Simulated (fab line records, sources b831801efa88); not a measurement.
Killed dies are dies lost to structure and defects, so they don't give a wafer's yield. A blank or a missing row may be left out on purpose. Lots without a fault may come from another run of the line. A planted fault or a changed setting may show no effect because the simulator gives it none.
A struck lot beside a sound one | flow gf180mcu | 43 steps out of a route of 602
Sound: wafers L434.1, L434.2, L434.4. Struck: wafers L450.1, L450.3, L450.6. The cause comes at the end.
At each step with rows: each side's tool, then ch and its chambers, then its first start. Under that, the readings that differ: sound wafers | struck wafers | difference of the means | sigmas: that difference in standard deviations of wafers without a fault.
alike: readings whose means differ by less than 2 such deviations, and words and numbers that are the same on both sides. not compared: withheld readings, readings that some wafer has no value for, bounds like >300 that may hide the same value, and numbers for which the record gives no deviation and whose values overlap.
The two part at a step that has a row with sigmas, a row that says differs or no value, or rows on one side only. Numbers that don't overlap but have no deviation are shown without sigmas and don't part them. A reading that every wafer of one side lacks parts them only if that side has two wafers or more.

first, 1 step without rows for these wafers: GF_MVSD_IMPLANT_09.
GF_MVSD_STRIP_10: strips in O2/N2.
  sound on plasma_asher-03 ch 0,1, day 5 00:46; struck on plasma_asher-03 ch 0, day 8 18:32
  alike: chamber_pressure_mTorr, drypump_motor_current_A, heater_power_w, oes_product_au, strip_time_to_endpoint_s
  not compared: rf_hours_counter_h
GF_MVSD_TW_MEAS_11:
  sound on film_metro-01, day 5 00:52; struck on film_metro-02, day 8 18:38
  alike: MVSD_TW
then, 7 steps without rows for these wafers: GF_MVPSD_DEHYDRATE_00 (time 60 s); GF_MVPSD_HMDS_01 (prime time 60 s); GF_MVPSD_COAT_02 (resist thk 3000 nm); GF_MVPSD_SOFTBAKE_03; GF_MVPSD_EXPOSE_04 (exposes mask MVPSD, target cd 1000 nm); GF_MVPSD_PEB_05; GF_MVPSD_DEVELOP_06 (develop time 60 s).
GF_MVPSD_OVL_MEAS_07:
  sound on overlay-01, day 5 14:50; struck on overlay-02, day 9 10:56
  alike: MVPSD_OVL
then, 1 step without rows for these wafers: GF_MVPSD_IMPLANT_08.
GF_MVPSD_IMPLANT_09:
  sound on implanter-02 ch 0, day 5 15:02; struck on implanter-02, day 9 11:08
  no value came back on the struck wafers for beam_energy_keV, beam_on_s (s); on the sound wafers beam_energy_keV reads 39.995 40.004 40.005
GF_MVPSD_STRIP_10: strips in O2/N2.
  sound on plasma_asher-04 ch 0,1, day 5 15:11; struck on plasma_asher-04 ch 0,1, day 9 11:17
  alike: chamber_pressure_mTorr, drypump_motor_current_A, heater_power_w, oes_product_au, strip_time_to_endpoint_s
  not compared: rf_hours_counter_h
GF_MVPSD_TW_MEAS_11:
  sound on film_metro-03, day 5 15:17; struck on film_metro-02, day 9 11:23
  reading  | sound       | struck      | difference | sigmas
  MVPSD_TW | 565 564 566 | 522 514 519 | -47        | -6
then, 7 steps without rows for these wafers: GF_VT_IMPLANT_DEHYDRATE_00 (time 60 s); GF_VT_IMPLANT_HMDS_01 (prime time 60 s); GF_VT_IMPLANT_COAT_02 (resist thk 1000 nm); GF_VT_IMPLANT_SOFTBAKE_03 (time 60 s); GF_VT_IMPLANT_EXPOSE_04 (exposes mask LVPWELL LV AREA, target cd 600 nm); GF_VT_IMPLANT_PEB_05; GF_VT_IMPLANT_DEVELOP_06 (develop time 60 s).
GF_VT_IMPLANT_OVL_MEAS_07:
  sound on overlay-02, day 6 05:02; struck on overlay-02, day 10 04:22
  reading             | sound       | struck      | difference | sigmas
  VT_IMPLANT_OVL (nm) | 1.1 1.6 1.8 | 4.6 4.0 5.3 | +3.1       | +2
then, 1 step without rows for these wafers: GF_VT_IMPLANT_IMPLANT_08.
GF_VT_IMPLANT_STRIP_09: strips in O2/N2.
  sound on plasma_asher-03 ch 0,1, day 6 05:13; struck on plasma_asher-03 ch 0,1, day 10 04:34
  alike: chamber_pressure_mTorr, drypump_motor_current_A, heater_power_w, oes_product_au, strip_time_to_endpoint_s
  not compared: rf_hours_counter_h
GF_VT_IMPLANT_TW_MEAS_10:
  sound on film_metro-01, day 6 05:19; struck on film_metro-04, day 10 04:40
  alike: VT_IMPLANT_TW
then, 7 steps without rows for these wafers: GF_VT_IMPLANT_DEHYDRATE_11 (time 60 s); GF_VT_IMPLANT_HMDS_12 (prime time 60 s); GF_VT_IMPLANT_COAT_13 (resist thk 1000 nm); GF_VT_IMPLANT_SOFTBAKE_14 (time 60 s); GF_VT_IMPLANT_EXPOSE_15 (exposes mask Nwell LV AREA, target cd 860 nm); GF_VT_IMPLANT_PEB_16; GF_VT_IMPLANT_DEVELOP_17 (develop time 60 s).
GF_VT_IMPLANT_OVL_MEAS_18:
  sound on overlay-02, day 6 19:50; struck on overlay-01, day 10 22:55
  alike: VT_IMPLANT_01_OVL
then, 1 step without rows for these wafers: GF_VT_IMPLANT_IMPLANT_19.
GF_VT_IMPLANT_STRIP_20: strips in O2/N2.
  sound on plasma_asher-04 ch 0,1, day 6 20:01; struck on plasma_asher-02 ch 1, day 10 23:07
  alike: chamber_pressure_mTorr, drypump_motor_current_A, heater_power_w, oes_product_au, strip_time_to_endpoint_s
  not compared: rf_hours_counter_h
GF_VT_IMPLANT_TW_MEAS_21:
  sound on film_metro-04, day 6 20:07; struck on film_metro-03, day 10 23:13
  alike: VT_IMPLANT_2_TW
then, 5 steps without rows for these wafers: GF_VT_IMPLANT_DEHYDRATE_22 (time 60 s); GF_VT_IMPLANT_HMDS_23 (prime time 60 s); GF_VT_IMPLANT_COAT_24 (resist thk 1000 nm); GF_VT_IMPLANT_SOFTBAKE_25 (time 60 s); GF_VT_IMPLANT_EXPOSE_26 (exposes mask LVPWELL HV AREA, target cd 860 nm).
GF_VT_IMPLANT_RS_MEAS_49: measures by four-point-probe.
  sound on film_metro-01, day 8 04:44; struck on film_metro-03, day 12 12:59
  reading           | sound          | struck         | difference | sigmas
  MVPSD_RS (ohm/sq) | 1163 1167 1161 | 1534 1532 1531 | +369       | +99 or more

WHERE THEY PART
First at GF_MVPSD_IMPLANT_09; last, within this record, at GF_VT_IMPLANT_RS_MEAS_49.

WHY: what the simulator had put in
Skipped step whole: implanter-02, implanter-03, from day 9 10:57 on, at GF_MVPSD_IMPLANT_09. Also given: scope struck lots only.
